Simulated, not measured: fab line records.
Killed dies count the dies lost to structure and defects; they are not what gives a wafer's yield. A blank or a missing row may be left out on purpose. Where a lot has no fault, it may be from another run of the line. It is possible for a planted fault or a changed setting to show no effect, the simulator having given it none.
Which tool did it? :: flow sky130 :: 11 lots, 33 wafers sampled, at 5 steps of a route of 708

WHAT EACH GAUGE READ, for each wafer
The record lacks any reading of a measuring or inspecting step that a usual standard deviation could be used to judge.

WHICH TOOL RAN EACH LOT (tool, then ch and the chambers of the sampled wafers, then the start)
lot: L722
SKY_VIA1_CLEAN_19: wet_bench-01 ch 3, day 34 15:19
SKY_METAL4_STRIP_19: plasma_asher-02 ch 0,1, day 42 06:31
SKY_VIA4_ETCH_12: rie_diel-03 ch 0,1,2, day 43 06:20
SKY_METAL5_STRIP_16: plasma_asher-03 ch 0,1, day 44 06:01
SKY_PAD_OPEN_PROBE_99: prober-01, day 46 04:12

lot: L726
SKY_VIA1_CLEAN_19: wet_bench-01 ch 3, day 35 15:14
SKY_METAL4_STRIP_19: plasma_asher-03 ch 0,1, day 43 05:13
SKY_VIA4_ETCH_12: rie_diel-03 ch 2,3, day 44 05:01
SKY_METAL5_STRIP_16: plasma_asher-03 ch 0,1, day 45 04:34
SKY_PAD_OPEN_PROBE_99: -

lot: L725
SKY_VIA1_CLEAN_19: wet_bench-03 ch 2, day 35 16:41
SKY_METAL4_STRIP_19: plasma_asher-02 ch 0,1, day 43 05:47
SKY_VIA4_ETCH_12: rie_diel-01 ch 2,3, day 44 05:19
SKY_METAL5_STRIP_16: plasma_asher-04 ch 0,1, day 45 05:34
SKY_PAD_OPEN_PROBE_99: -

lot: L728
SKY_VIA1_CLEAN_19: wet_bench-01 ch 2, day 36 00:47
SKY_METAL4_STRIP_19: plasma_asher-02 ch 0,1, day 43 13:19
SKY_VIA4_ETCH_12: rie_diel-01 ch 0,1,2, day 44 12:46
SKY_METAL5_STRIP_16: plasma_asher-03 ch 0,1, day 45 12:22
SKY_PAD_OPEN_PROBE_99: -

lot: L730
SKY_VIA1_CLEAN_19: wet_bench-02 ch 2, day 36 11:53
SKY_METAL4_STRIP_19: plasma_asher-01 ch 0,1, day 44 01:31
SKY_VIA4_ETCH_12: rie_diel-04 ch 0,2, day 44 23:55
SKY_METAL5_STRIP_16: plasma_asher-03 ch 0,1, day 45 22:51
SKY_PAD_OPEN_PROBE_99: prober-01, day 47 17:23

lot: L731
SKY_VIA1_CLEAN_19: wet_bench-01 ch 1, day 37 00:19
SKY_METAL4_STRIP_19: plasma_asher-02 ch 0,1, day 44 08:21
SKY_VIA4_ETCH_12: rie_diel-04 ch 0,1,3, day 45 07:37
SKY_METAL5_STRIP_16: plasma_asher-03 ch 0,1, day 46 06:33
SKY_PAD_OPEN_PROBE_99: -

lot: L733
SKY_VIA1_CLEAN_19: wet_bench-01 ch 0, day 37 12:34
SKY_METAL4_STRIP_19: plasma_asher-02 ch 0,1, day 44 19:17
SKY_VIA4_ETCH_12: rie_diel-03 ch 0,1, day 45 17:40
SKY_METAL5_STRIP_16: plasma_asher-04 ch 0,1, day 46 16:10
SKY_PAD_OPEN_PROBE_99: -

lot: L735
SKY_VIA1_CLEAN_19: wet_bench-01 ch 2, day 37 19:46
SKY_METAL4_STRIP_19: plasma_asher-02 ch 0,1, day 45 02:31
SKY_VIA4_ETCH_12: rie_diel-04 ch 0,1,2, day 46 00:50
SKY_METAL5_STRIP_16: plasma_asher-04 ch 0,1, day 46 22:45
SKY_PAD_OPEN_PROBE_99: -

lot: L734
SKY_VIA1_CLEAN_19: wet_bench-01 ch 0, day 37 21:16
SKY_METAL4_STRIP_19: plasma_asher-03 ch 0,1, day 45 05:03
SKY_VIA4_ETCH_12: rie_diel-04 ch 0,1, day 46 03:20
SKY_METAL5_STRIP_16: plasma_asher-04 ch 0,1, day 47 01:56
SKY_PAD_OPEN_PROBE_99: -

lot: L739
SKY_VIA1_CLEAN_19: wet_bench-01 ch 3, day 39 13:49
SKY_METAL4_STRIP_19: plasma_asher-02 ch 0, day 46 14:43
SKY_VIA4_ETCH_12: rie_diel-01 ch 0,1, day 47 15:49
SKY_METAL5_STRIP_16: plasma_asher-04 ch 0,1, day 48 11:46
SKY_PAD_OPEN_PROBE_99: prober-02, day 50 01:34

lot: L741
SKY_VIA1_CLEAN_19: wet_bench-01 ch 3, day 39 23:08
SKY_METAL4_STRIP_19: plasma_asher-03 ch 0,1, day 46 22:20
SKY_VIA4_ETCH_12: rie_diel-01 ch 0,2,3, day 47 19:53
SKY_METAL5_STRIP_16: plasma_asher-03 ch 0,1, day 48 16:09
SKY_PAD_OPEN_PROBE_99: prober-02, day 50 04:30
- SKY_VIA1_CLEAN_19: cleans in O3/DIW.
- SKY_METAL4_STRIP_19: strips in O2/N2.
- SKY_VIA4_ETCH_12: etches SiO2 in C4F8/O2/Ar, stops on TiN, target depth 580 nm.
- SKY_METAL5_STRIP_16: strips in O2/N2.
- SKY_PAD_OPEN_PROBE_99

WHAT THE TOOLS THEMSELVES READ (means of the sampled wafers that have a number; where no wafer has one, the mark that the record gives instead)
SKY_METAL4_STRIP_19.
lot: L722
tool: plasma_asher-02
drypump_motor_current_A (A): 5.4
n2_flow_sccm (sccm): 301.0
o2_flow_sccm (sccm): 2995
oes_product_au (a.u.): 0.503
strip_time_to_endpoint_s (s): 6.53

lot: L726
tool: plasma_asher-03
drypump_motor_current_A (A): 5.1
n2_flow_sccm (sccm): 298.9
o2_flow_sccm (sccm): 3001
oes_product_au (a.u.): 0.509
strip_time_to_endpoint_s (s): 6.63

lot: L725
tool: plasma_asher-02
drypump_motor_current_A (A): 5.5
n2_flow_sccm (sccm): 300.0
o2_flow_sccm (sccm): 3001
oes_product_au (a.u.): 0.500
strip_time_to_endpoint_s (s): 6.53

lot: L728
tool: plasma_asher-02
drypump_motor_current_A (A): 5.5
n2_flow_sccm (sccm): 300.4
o2_flow_sccm (sccm): 3003
oes_product_au (a.u.): 0.502
strip_time_to_endpoint_s (s): 6.60

lot: L730
tool: plasma_asher-01
drypump_motor_current_A (A): 5.8
n2_flow_sccm (sccm): 299.3
o2_flow_sccm (sccm): 3009
oes_product_au (a.u.): 0.506
strip_time_to_endpoint_s (s): 6.56

lot: L731
tool: plasma_asher-02
drypump_motor_current_A (A): 5.5
n2_flow_sccm (sccm): 301.4
o2_flow_sccm (sccm): 2999
oes_product_au (a.u.): 0.498
strip_time_to_endpoint_s (s): 6.45

lot: L733
tool: plasma_asher-02
drypump_motor_current_A (A): 5.5
n2_flow_sccm (sccm): 299.2
o2_flow_sccm (sccm): 3005
oes_product_au (a.u.): 0.507
strip_time_to_endpoint_s (s): 6.67

lot: L735
tool: plasma_asher-02
drypump_motor_current_A (A): 5.5
n2_flow_sccm (sccm): 300.9
o2_flow_sccm (sccm): 2999
oes_product_au (a.u.): 0.506
strip_time_to_endpoint_s (s): 6.58

lot: L734
tool: plasma_asher-03
drypump_motor_current_A (A): 5.5
n2_flow_sccm (sccm): 300.2
o2_flow_sccm (sccm): 3003
oes_product_au (a.u.): 0.502
strip_time_to_endpoint_s (s): 6.65

lot: L739
tool: plasma_asher-02
drypump_motor_current_A (A): 5.6
n2_flow_sccm (sccm): 300.5
o2_flow_sccm (sccm): 3001
oes_product_au (a.u.): 0.505
strip_time_to_endpoint_s (s): 6.52

lot: L741
tool: plasma_asher-03
drypump_motor_current_A (A): 5.5
n2_flow_sccm (sccm): 300.4
o2_flow_sccm (sccm): 2996
oes_product_au (a.u.): 0.500
strip_time_to_endpoint_s (s): 6.49

SKY_VIA4_ETCH_12.
lot: L722
tool: rie_diel-03
oes_product_au (a.u.): 0.922

lot: L726
tool: rie_diel-03
oes_product_au (a.u.): 0.924

lot: L725
tool: rie_diel-01
oes_product_au (a.u.): 0.930

lot: L728
tool: rie_diel-01
oes_product_au (a.u.): 0.921

lot: L730
tool: rie_diel-04
oes_product_au (a.u.): 0.927

lot: L731
tool: rie_diel-04
oes_product_au (a.u.): 0.925

lot: L733
tool: rie_diel-03
oes_product_au (a.u.): 0.926

lot: L735
tool: rie_diel-04
oes_product_au (a.u.): 0.925

lot: L734
tool: rie_diel-04
oes_product_au (a.u.): 0.923

lot: L739
tool: rie_diel-01
oes_product_au (a.u.): 0.926

lot: L741
tool: rie_diel-01
oes_product_au (a.u.): 0.925

SKY_METAL5_STRIP_16.
lot: L722
tool: plasma_asher-03
drypump_motor_current_A (A): 5.5
n2_flow_sccm (sccm): 300.4
o2_flow_sccm (sccm): 2992
oes_product_au (a.u.): 0.706
strip_time_to_endpoint_s (s): 13.23

lot: L726
tool: plasma_asher-03
drypump_motor_current_A (A): 5.5
n2_flow_sccm (sccm): 299.2
o2_flow_sccm (sccm): 2996
oes_product_au (a.u.): 0.708
strip_time_to_endpoint_s (s): 13.14

lot: L725
tool: plasma_asher-04
drypump_motor_current_A (A): 6.2
n2_flow_sccm (sccm): 299.4
o2_flow_sccm (sccm): 2993
oes_product_au (a.u.): 0.712
strip_time_to_endpoint_s (s): 13.29

lot: L728
tool: plasma_asher-03
drypump_motor_current_A (A): 5.1
n2_flow_sccm (sccm): 300.0
o2_flow_sccm (sccm): 2996
oes_product_au (a.u.): 0.707
strip_time_to_endpoint_s (s): 13.18

lot: L730
tool: plasma_asher-03
drypump_motor_current_A (A): 5.5
n2_flow_sccm (sccm): 299.4
o2_flow_sccm (sccm): 2998
oes_product_au (a.u.): 0.710
strip_time_to_endpoint_s (s): 13.20

lot: L731
tool: plasma_asher-03
drypump_motor_current_A (A): 5.1
n2_flow_sccm (sccm): 300.3
o2_flow_sccm (sccm): 3000
oes_product_au (a.u.): 0.708
strip_time_to_endpoint_s (s): 13.09

lot: L733
tool: plasma_asher-04
drypump_motor_current_A (A): 6.2
n2_flow_sccm (sccm): 299.9
o2_flow_sccm (sccm): 3009
oes_product_au (a.u.): 0.711
strip_time_to_endpoint_s (s): 13.18

lot: L735
tool: plasma_asher-04
drypump_motor_current_A (A): 6.2
n2_flow_sccm (sccm): 300.8
o2_flow_sccm (sccm): 3009
oes_product_au (a.u.): 0.707
strip_time_to_endpoint_s (s): 13.09

lot: L734
tool: plasma_asher-04
drypump_motor_current_A (A): 6.3
n2_flow_sccm (sccm): 300.7
o2_flow_sccm (sccm): 2998
oes_product_au (a.u.): 0.712
strip_time_to_endpoint_s (s): 13.08

lot: L739
tool: plasma_asher-04
drypump_motor_current_A (A): 6.3
n2_flow_sccm (sccm): 299.9
o2_flow_sccm (sccm): 3001
oes_product_au (a.u.): 0.708
strip_time_to_endpoint_s (s): 13.08

lot: L741
tool: plasma_asher-03
drypump_motor_current_A (A): 5.1
n2_flow_sccm (sccm): 298.7
o2_flow_sccm (sccm): 2992
oes_product_au (a.u.): 0.709
strip_time_to_endpoint_s (s): 13.15

SKY_PAD_OPEN_PROBE_99.
lot: L722
tool: prober-01
defect_limited_yield (%): 82.9
killed_at_M0_to_M3: 46
killed_at_M4_up: 2.0
killed_at_contacts: 20
killed_at_front_end: 15
killed_at_other: 0.7
killed_dies: 84
killed_open: 44
killed_short: 39
sort_bin_3_pad_short (%): 0.9
sort_bin_5_function (%): 10.2
sort_bin_6_memory (%): 6.0
sort_n_pass: 408
sort_yield_pct (%): 82.9

lot: L730
tool: prober-01
defect_limited_yield (%): 83.5
killed_at_M0_to_M3: 39
killed_at_M4_up: 2.3
killed_at_contacts: 26
killed_at_front_end: 14
killed_at_other: 0.3
killed_dies: 81
killed_open: 46
killed_short: 35
sort_bin_3_pad_short (%): 0.7
sort_bin_5_function (%): 9.9
sort_bin_6_memory (%): 6.0
sort_n_pass: 411
sort_yield_pct (%): 83.5

lot: L739
tool: prober-02
defect_limited_yield (%): 73.1
killed_at_M0_to_M3: 95
killed_at_M4_up: 2.7
killed_at_contacts: 19
killed_at_front_end: 15
killed_at_other: 0.3
killed_dies: 132
killed_open: 40
killed_short: 35
sort_bin_3_pad_short (%): 4.4
sort_bin_5_function (%): 16.3
sort_bin_6_memory (%): 6.2
sort_n_pass: 360
sort_yield_pct (%): 73.1

lot: L741
tool: prober-02
defect_limited_yield (%): 73.4
killed_at_M0_to_M3: 94
killed_at_M4_up: 5.0
killed_at_contacts: 19
killed_at_front_end: 13
killed_at_other: 0.3
killed_dies: 131
killed_open: 36
killed_short: 37
sort_bin_3_pad_short (%): 4.3
sort_bin_5_function (%): 15.4
sort_bin_6_memory (%): 6.9
sort_n_pass: 361
sort_yield_pct (%): 73.4

THE ANSWER, worked out from the rows above alone
Rule: the lots themselves supply what counts as usual. The widest of any qualifying gaps counts: lots, ordered by their means at a reading, are off when they make up no more than a third of the lots, leave a main group of 4 or more, and stand apart from it by 3 or more times the standard deviation of that group's means. A main group is skipped when, at the precision printed for the reading in the tables above, its means are all equal. Also off: a lot with no number at a reading for which 4 or more lots have one. Where the step has rows for the other lots, those lots are counted as sound. The gauges are gone through in route order, then the tools' own readings, and for those a lot's mean is taken as printed above. The first step at which some lot is off is used, and at that step the reading that is off furthest; a lot without a number counts as furthest.
Nothing can be told from this: no lot is off at any reading shown.

WHAT THE SIMULATOR PUT IN
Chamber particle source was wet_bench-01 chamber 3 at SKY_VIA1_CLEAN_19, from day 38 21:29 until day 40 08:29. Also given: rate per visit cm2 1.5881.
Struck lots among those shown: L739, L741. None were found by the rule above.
